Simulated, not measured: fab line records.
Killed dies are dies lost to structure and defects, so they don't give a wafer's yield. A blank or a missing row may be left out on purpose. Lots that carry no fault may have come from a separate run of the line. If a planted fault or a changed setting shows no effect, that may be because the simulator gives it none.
Chamber matching + flow gf180mcu + GF_V3_ETCH_16 on rieDiel-04 has 4 sister chambers
The step etches BARC in N2/H2. 8 wafers are shown with their chamber, then 7 later ones without.

EACH WAFER AND ITS CHAMBER
| wafer  | chamber | drypumpMotorCurrentA (A) | h2FlowSccm (sccm) |
|--------|---------|--------------------------|-------------------|
| L730.1 | 3       | 6.1                      | 199.1             |
| L730.4 | 1       | 5.6                      | 199.7             |
| L735.2 | 2       | 6.5                      | 199.1             |
| L735.3 | 1       | 5.6                      | 200.2             |
| L736.2 | 2       | 6.5                      | 199.8             |
| L736.4 | 0       | 5.2                      | 200.4             |
| L746.1 | 0       | 5.2                      | 200.6             |
| L746.2 | 3       | 6.0                      | 200.0             |

WAFERS WITHOUT THEIR CHAMBER
| wafer  | drypumpMotorCurrentA (A) | h2FlowSccm (sccm) |
|--------|--------------------------|-------------------|
| L746.4 | 5.6                      | 200.0             |
| L747.1 | 6.0                      | 200.5             |
| L747.2 | 6.5                      | 199.8             |
| L747.4 | 5.7                      | 201.0             |
| L749.1 | 6.0                      | 198.4             |
| L749.2 | 5.2                      | 199.8             |
| L749.5 | 6.0                      | 198.9             |

CHAMBER TAKEN BY EACH
| wafer  | from the rows above | in truth |
|--------|---------------------|----------|
| L746.4 | 1                   | 1        |
| L747.1 | 3                   | 3        |
| L747.2 | 2                   | 2        |
| L747.4 | 1                   | 1        |
| L749.1 | 3                   | 3        |
| L749.2 | 0                   | 0        |
| L749.5 | 3                   | 3        |
7 of 7 placed correctly. From these rows, 0 cannot be placed. Number placed wrongly: 0.
How it was worked out, from the rows above alone: a wafer's distance from a chamber is the root of the sum, over the readings, of the square of ((its reading less the chamber's mean) divided by the reading's scatter). The wafer belongs to the nearest chamber; if the next one is less than 2 further off, it can't be placed. A chamber's mean is the mean of its shown wafers. The scatter is the square root of a quotient: the sum, over the shown wafers, of each reading's squared deviation from its chamber's mean, divided by wafers minus chambers.
